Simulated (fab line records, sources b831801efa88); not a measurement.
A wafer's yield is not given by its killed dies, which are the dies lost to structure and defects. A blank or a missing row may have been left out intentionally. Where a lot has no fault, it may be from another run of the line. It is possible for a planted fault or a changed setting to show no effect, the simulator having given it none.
Comparing a struck lot with a sound one + flow gf180mcu + 37 steps out of a route of 602
Sound: the wafers L312.2, L312.4, L312.6. Struck: wafer L329.1. (L329.2, L329.4 of the same lot were not struck and are left out.) The cause comes at the end.
For every step that has rows: the tool of each side, followed by ch and its chambers, followed by its first start. Under that, the readings that differ: sound wafers + struck wafers + difference of the means + sigmas: that difference in standard deviations of wafers without a fault.
alike: words and numbers the same on both sides, and readings whose means are apart by under 2 such deviations; not compared: readings that were withheld, readings missing a value for some wafer, numbers with overlapping values and no deviation given by the record, and bounds like >300 which may hide the same value.
The two part at a step that has a row with sigmas, a row that says differs or no value, or rows on one side only. When numbers do not overlap yet have no deviation, they are printed without sigmas and do not part them. A reading missing from all wafers of one side parts the sides only when that side holds two or more wafers.

first, 1 step without rows for these wafers: GF_M5_DEVELOP_06 (develop time 60 s).
GF_M5_CD_MEAS_07 targets a cd of 280 nm.
  sound: cdSem-01 at day 26 20:53; struck: cdSem-01 at day 32 01:20
  alike: cdNm
GF_M5_OVL_MEAS_08:
  sound: overlay-02 at day 26 20:59; struck: overlay-01 at day 32 01:27
  alike: M5_OVL
GF_M5_ETCH_09: etches Si3N4 in CF4/O2, target depth 52 nm, time 11.6 s.
  sound on rieDiel-03 ch 0,1,3, day 26 21:01; struck on rieDiel-03 ch 2, day 32 01:29
  alike: drypumpMotorCurrentA, oesProductAu, rfFwdPowerW, throttleValvePct
  not compared: rfHoursCounterH
then, 5 steps without rows for these wafers: GF_M5_METAL_ETCH_10 (etches the open film in Cl2/BCl3, stops on SiO2, target depth 627.5 nm, time 104.6 s); GF_M5_STRIP_11 (strips in O2/N2); GF_M5_STRIP_12 (strips in post etch residue remover, time 1200 s); GF_M5_CLEAN_13 (cleans in DIW); GF_V5_CVD_00 (deposits SiO2, target thk 300 nm, time 50 s).
GF_V5_THK_MEAS_01:
  sound: filmMetro-01 at day 26 21:46; struck: filmMetro-02 at day 32 02:19
  alike: V5_CVD_00_THK
GF_V5_CVD_02: deposits SiO2 from TEOS, target thk 1450 nm, time 163.28 s.
  sound on pecvd-01 ch 0,2, day 26 21:49; struck on pecvd-02 ch 0, day 32 02:22
  alike: heaterPowerOuterW, heaterPowerW, rfFwdPowerW, susceptorTempC
GF_V5_THK_MEAS_03:
  sound: filmMetro-01 at day 26 21:56; struck: filmMetro-02 at day 32 02:29
| reading            | sound          | struck | difference | sigmas |
|--------------------|----------------|--------|------------|--------|
| V5_CVD_02_THK (nm) | 1478 1498 1486 | 1433   | -54        | -2     |
GF_V5_CMP_04: polishes SiO2.
  sound on cmp-02 ch 0,3, day 26 21:59; struck on cmp-02 ch 1, day 32 02:47
| reading                            | sound             | struck | difference | sigmas |
|------------------------------------|-------------------|--------|------------|--------|
| model.SiO2_of_V5_CVD_02.thkNm (nm) | 855.8 854.8 854.9 | 770    | -85        |        |
  alike: motorCurrentA, retainingRingPressureFrac
GF_V5_BOW_MEAS_05:
  sound: filmMetro-01 at day 26 22:18; struck: filmMetro-03 at day 32 03:02
| reading     | sound       | struck | difference | sigmas |
|-------------|-------------|--------|------------|--------|
| V5_BOW (um) | 140 138 129 | 114    | -22        | -2     |
then, 8 steps without rows for these wafers: GF_V5_DEHYDRATE_06 (time 60 s); GF_V5_HMDS_07 (prime time 60 s); GF_V5_COAT_08; GF_V5_COAT_09 (resist thk 1000 nm); GF_V5_SOFTBAKE_10 (time 60 s); GF_V5_EXPOSE_11 (exposes mask Via5, target cd 260 nm); GF_V5_PEB_12 (peb time 90 s); GF_V5_DEVELOP_13 (develop time 60 s).
GF_V5_CD_MEAS_14 targets a cd of 260 nm.
  sound: cdSem-01 at day 27 18:21; struck: cdSem-01 at day 32 19:49
  alike: cdNm
GF_V5_OVL_MEAS_15:
  sound: overlay-02 at day 27 18:28; struck: overlay-02 at day 32 19:56
  alike: V5_OVL
then, 1 step without rows for these wafers: GF_V5_ETCH_16 (etches BARC in N2/H2).
GF_V5_ETCH_17: etches SiO2 in C4F8/O2/Ar, stops on TiN, target depth 855 nm.
  sound: rieDiel-03 ch 0,1,2; struck: rieDiel-03 ch 2
| reading                      | sound             | struck | difference | sigmas |
|------------------------------|-------------------|--------|------------|--------|
| oesProductAu (a.u.)          | 0.854 0.853 0.857 | 0.813  | -0.042     | -9     |
| model.V5.featureDepthNm (nm) | 855.8 854.8 854.9 | 770    | -85        |        |
| model.etch.depthNm (nm)      | 855.8 854.8 854.9 | 770    | -85        |        |
  alike: rfFwdPowerW
GF_V5_STRIP_18: strips in O2/N2.
  sound on plasmaAsher-02 ch 0,1, day 27 18:38; struck on plasmaAsher-02 ch 1, day 32 20:07
  alike: drypumpMotorCurrentA, heaterPowerW, oesProductAu
  not compared: rfHoursCounterH
then, 2 steps without rows for these wafers: GF_V5_STRIP_19 (strips in post etch residue remover, time 1200 s); GF_V5_CLEAN_20 (cleans in DIW).
GF_V5_SPUTTER_21: material Ti, target thk 15 nm, time 80.02 s.
  sound: pvdSputter-01 at day 27 19:10; struck: pvdSputter-03 at day 32 20:39
| reading              | sound          | struck | difference | sigmas |
|----------------------|----------------|--------|------------|--------|
| throttleValvePct (%) | 30.5 29.5 28.3 | 32.8   | +3.4       | +2     |
then, 2 steps without rows for these wafers: GF_V5_SPUTTER_22 (material TiN, target thk 10 nm, time 40 s); GF_V5_CVD_23 (deposits W, target thk 350 nm, time 104.9 s).
GF_V5_RS_MEAS_24: the measuring method here is four-point-probe.
  sound: filmMetro-02 at day 27 19:25; struck: filmMetro-01 at day 32 20:52
| reading          | sound             | struck | difference | sigmas |
|------------------|-------------------|--------|------------|--------|
| V5_W_RS (ohm/sq) | 0.327 0.326 0.331 | 0.319  | -0.009     | -2     |
GF_V5_THK_MEAS_25: measures by xrf.
  sound: filmMetro-02 at day 27 19:31; struck: filmMetro-01 at day 32 20:59
  alike: V5_W_THK
GF_V5_CMP_26: polishes, stops on SiO2, t overpolish 15 s, target thk 0 nm.
  sound on cmp-02 ch 1,2, day 27 19:37; struck on cmp-02 ch 3, day 32 21:02
| reading                            | sound             | struck | difference | sigmas |
|------------------------------------|-------------------|--------|------------|--------|
| retainingRingPressureFrac          | 1.009 1.004 1.013 | 0.995  | -0.014     | -3     |
| model.SiO2_of_V5_CVD_02.thkNm (nm) | 852 851 851.1     | 766.2  | -85.2      |        |
  alike: motorCurrentA
GF_TOP_METAL_SPUTTER_00: material Ti, target thk 37.5 nm, time 150 s.
  sound: pvdSputter-04 at day 27 19:52; struck: pvdSputter-02 at day 32 21:20
  alike: throttleValvePct
GF_PASSIVATION_PROBE_99:
  the record has rows for the sound wafers here (prober-01, day 29 14:26) and none for the struck ones

== WHERE THEY PART ==
Last at GF_PASSIVATION_PROBE_99 as far as this record goes, first at GF_V5_THK_MEAS_03.

WHY: what had been put in by the simulator
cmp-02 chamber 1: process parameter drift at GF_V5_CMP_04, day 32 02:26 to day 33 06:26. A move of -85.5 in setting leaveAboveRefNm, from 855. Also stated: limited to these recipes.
